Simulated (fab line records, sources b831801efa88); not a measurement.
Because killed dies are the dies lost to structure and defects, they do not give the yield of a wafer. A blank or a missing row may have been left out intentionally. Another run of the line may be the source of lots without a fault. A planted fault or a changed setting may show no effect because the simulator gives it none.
Chamber matching + flow sky130 + rie-diel-03 running SKY_METAL4_ETCH_17: 4 sister chambers
The step etches SiO2 in C4F8/O2/Ar, stops on TiN, time 3.9 s, target depth 15 nm. 8 wafers are shown with their chamber, then 9 later ones without.

WAFERS WITH THEIR CHAMBER
| wafer  | chamber | bias-w (W) | oes-product-au (a.u.) |
|--------|---------|------------|-----------------------|
| L079.5 | 3       | 1206       | 0.765                 |
| L082.1 | 1       | 1200       | 0.748                 |
| L082.6 | 2       | 1201       | 0.749                 |
| L089.2 | 3       | 1200       | 0.744                 |
| L089.3 | 1       | 1202       | 0.755                 |
| L090.1 | 0       | 1201       | 0.762                 |
| L090.4 | 2       | 1200       | 0.757                 |
| L090.6 | 0       | 1198       | 0.763                 |

WAFERS WHOSE CHAMBER IS MISSING
| wafer  | bias-w (W) | oes-product-au (a.u.) |
|--------|------------|-----------------------|
| L092.1 | 1197       | 0.753                 |
| L092.3 | 1194       | 0.759                 |
| L092.4 | 1193       | 0.765                 |
| L094.1 | 1211       | 0.750                 |
| L094.4 | 1199       | 0.756                 |
| L094.6 | 1202       | 0.750                 |
| L096.2 | 1211       | 0.755                 |
| L096.4 | 1207       | 0.760                 |
| L096.5 | 1201       | 0.762                 |

WHICH CHAMBER EACH WENT THROUGH
| wafer  | from the rows above               | in truth |
|--------|-----------------------------------|----------|
| L092.1 | can't be placed: 2 or 0 or 1 or 3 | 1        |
| L092.3 | can't be placed: 0 or 2 or 1 or 3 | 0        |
| L092.4 | can't be placed: 0 or 2 or 1 or 3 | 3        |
| L094.1 | can't be placed: 3 or 1 or 2 or 0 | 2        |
| L094.4 | can't be placed: 2 or 0 or 1 or 3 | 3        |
| L094.6 | can't be placed: 1 or 3 or 2 or 0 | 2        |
| L096.2 | can't be placed: 3 or 1 or 2 or 0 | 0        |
| L096.4 | can't be placed: 3 or 1 or 2 or 0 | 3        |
| L096.5 | can't be placed: 0 or 2 or 3 or 1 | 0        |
0 of 9 placed correctly. Not placeable from these rows: 9 (in 9, the candidates include the true chamber). 0 placed wrongly.
How it was worked out, from the rows above alone: a wafer's distance from a chamber is the root of the sum, over the readings, of the square of ((its reading less the chamber's mean) divided by the reading's scatter). The wafer belongs to the nearest chamber; if the next one is less than 2 further off, it can't be placed. For every chamber, the mean is computed from those of its wafers that are shown. How the scatter is found: for the shown wafers, subtract from each reading the mean of its chamber, square and add these, divide the total by (wafers less chambers), then take the root.
